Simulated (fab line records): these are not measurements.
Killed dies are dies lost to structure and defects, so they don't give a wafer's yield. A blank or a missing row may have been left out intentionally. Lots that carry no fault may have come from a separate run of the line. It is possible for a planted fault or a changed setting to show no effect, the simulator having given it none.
Code-filled problem report in 8D (eight disciplines) form / flow sky130 / the parts of the form that need people (team, actions taken, sign-off) are left out

## 1. THE PROBLEM
cathode_dc_power_W at SKY_METAL4_SPUTTER_03 reads a mean of 3421.8 W on 2 wafers of 2 lots; wafers without a fault read 3000.1 W with a standard deviation of 0.5. So: +99 or more standard deviations from the usual mean.
The step: material Ti, target thk 5 nm, time 3.3 s.
Seen first at day 42 15:32 on pvd_sputter-04, wafer L990.5. Wafers with a number at this step in the record: 33, from 11 lots. Rule for "out", or "out of limits": more than 4 standard deviations from the usual mean. The rest of the wafers with a number are treated as sound.

## 2. WHAT IT IS, WHAT IT ISN'T
question=which readings at this step | is=cathode_dc_power_W | is not=throttle_valve_pct
question=which lots | is=L990, L992 | is not=L100, L101, L102, L983, L986, L991, L995, L996, L997
question=which wafers of those lots | is=L990.5, L992.5 | is not=L990.1, L990.2, L992.3, L992.6
question=read on which tools | is=pvd_sputter-04 | is not=pvd_sputter-01, pvd_sputter-03
question=when | is=from day 42 15:32 | is not=up to then (8 sound wafers); but 23 sound wafers of L100, L101, L102, L991, L992, L995, L996, L997 came after

## 3. WHAT RULES OUT EACH SUSPECT
Counting: any tool at a process step up to the reading remains a suspect provided it ran every lot that is out. Sound lots after the first of them don't rule it out here, since some wafers of a struck lot are sound.
- plasma_asher-03 at SKY_LDD_N_STRIP_16 (strips in O2/N2): kept. It ran every lot that is out, first L990 (day 21 11:56).
- pvd_sputter-04 at SKY_METAL4_SPUTTER_03 (material Ti, target thk 5 nm, time 3.3 s): kept. It ran every lot that is out, first L990 (day 42 15:32); its last sound lot up to then is L986 (day 41 20:14). Its own cathode_dc_power_W readings are out on those wafers.
Remaining after the count are plasma_asher-03 at SKY_LDD_N_STRIP_16 and pvd_sputter-04 at SKY_METAL4_SPUTTER_03.

## 4. THE CAUSE (what the simulator had put in)
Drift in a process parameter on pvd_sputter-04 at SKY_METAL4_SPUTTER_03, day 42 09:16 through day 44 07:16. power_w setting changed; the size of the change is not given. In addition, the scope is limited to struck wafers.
Of the 2 suspects that counting leaves, this tool is one.

## 5. SEQUENCE OF EFFECTS, ordered by route
One row per reading whose mean, taken over the struck wafers that have a number, lies over 3 standard deviations from the usual. Scope: only readings with a usual standard deviation given in the record; hours: median across lots of the time from each lot's start at the first step in this table that gives one to its start at this step; sigmas: change in usual standard deviations.
hours=0; step=SKY_METAL4_SPUTTER_03; reading=cathode_dc_power_W; usual=3000.1 W; on struck wafers=3421.8; change=+421.7; sigmas=+99 or more
Here are the process steps it includes:
- SKY_METAL4_SPUTTER_03: material Ti, target thk 5 nm, time 3.3 s.

## 6. WHAT WOULD HAVE CAUGHT IT SOONER
The fault began at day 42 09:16; the first out-of-limits reading in this record came at day 42 15:32, 6 hours later.
